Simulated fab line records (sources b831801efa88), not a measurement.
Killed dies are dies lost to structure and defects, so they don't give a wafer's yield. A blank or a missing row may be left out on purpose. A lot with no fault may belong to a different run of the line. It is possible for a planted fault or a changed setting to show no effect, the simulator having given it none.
The tool behind it: which one? :: flow sky130 :: 12 lots with 36 wafers sampled at 2 steps, on a route of 708 steps

== WHAT THE GAUGES READ, wafer by wafer ==
SKY_METAL3_CD_MEAS_13: the cd target is 300 nm.
lot: L075
measured: day 39 07:26
on: cdSem-02
cdNm (nm): 298.0 299.2 300.0

lot: L077
measured: day 39 23:37
on: cdSem-02
cdNm (nm): 299.4 299.4 298.5

lot: L079
measured: day 40 16:29
on: cdSem-01
cdNm (nm): 298.9 299.4 298.6

lot: L081
measured: day 40 20:08
on: cdSem-02
cdNm (nm): 298.2 298.6 298.5

lot: L083
measured: day 41 15:13
on: cdSem-02
cdNm (nm): 301.2 300.8 301.2

lot: L085
measured: day 42 01:07
on: cdSem-01
cdNm (nm): 299.1 300.7 300.1

lot: L086
measured: day 42 16:25
on: cdSem-01
cdNm (nm): 298.6 297.8 297.8

lot: L089
measured: day 43 05:33
on: cdSem-02
cdNm (nm): 297.7 297.1 296.1

lot: L091
measured: day 43 16:16
on: cdSem-01
cdNm (nm): 298.9 298.9 299.0

lot: L093
measured: day 44 08:47
on: cdSem-01
cdNm (nm): 301.4 301.1 300.6

lot: L095
measured: day 44 15:16
on: cdSem-01
cdNm (nm): 299.7 301.6 300.3

lot: L097
measured: day 45 06:13
on: cdSem-01
cdNm (nm): 303.3 302.8 303.1

== WHAT TOOL EACH LOT RAN ON (gives the tool, then ch and the chambers of the sampled wafers, and finally the start) ==
lot: L075
SKY_CAPM_SPUTTER_02: pvdSputter-01, day 37 04:34

lot: L077
SKY_CAPM_SPUTTER_02: pvdSputter-02, day 37 20:32

lot: L079
SKY_CAPM_SPUTTER_02: pvdSputter-01, day 38 14:25

lot: L081
SKY_CAPM_SPUTTER_02: pvdSputter-01, day 38 19:45

lot: L083
SKY_CAPM_SPUTTER_02: pvdSputter-04, day 39 13:26

lot: L085
SKY_CAPM_SPUTTER_02: pvdSputter-04, day 39 23:54

lot: L086
SKY_CAPM_SPUTTER_02: pvdSputter-02, day 40 14:59

lot: L089
SKY_CAPM_SPUTTER_02: pvdSputter-01, day 41 06:29

lot: L091
SKY_CAPM_SPUTTER_02: pvdSputter-02, day 41 16:40

lot: L093
SKY_CAPM_SPUTTER_02: pvdSputter-01, day 42 10:10

lot: L095
SKY_CAPM_SPUTTER_02: pvdSputter-02, day 42 16:22

lot: L097
SKY_CAPM_SPUTTER_02: pvdSputter-04, day 43 08:56
- SKY_CAPM_SPUTTER_02: material TiN, target thk 200 nm, time 166.7 s.

== THE ANSWER, worked out from the rows above alone ==
Rule: the lots themselves supply what counts as usual. The widest of any qualifying gaps counts: lots, ordered by their means at a reading, are off when they make up no more than a third of the lots, leave a main group of 4 or more, and stand apart from it by 3 or more times the standard deviation of that group's means. Not used: any main group whose means are identical at the precision the tables above print for the reading. A lot without any number at a reading at which 4 lots or more have one is off too. All remaining lots with rows at the step are treated as sound.
Nothing can be told from this: no lot is off at any reading shown.

== WHAT WAS PUT IN BY THE SIMULATOR ==
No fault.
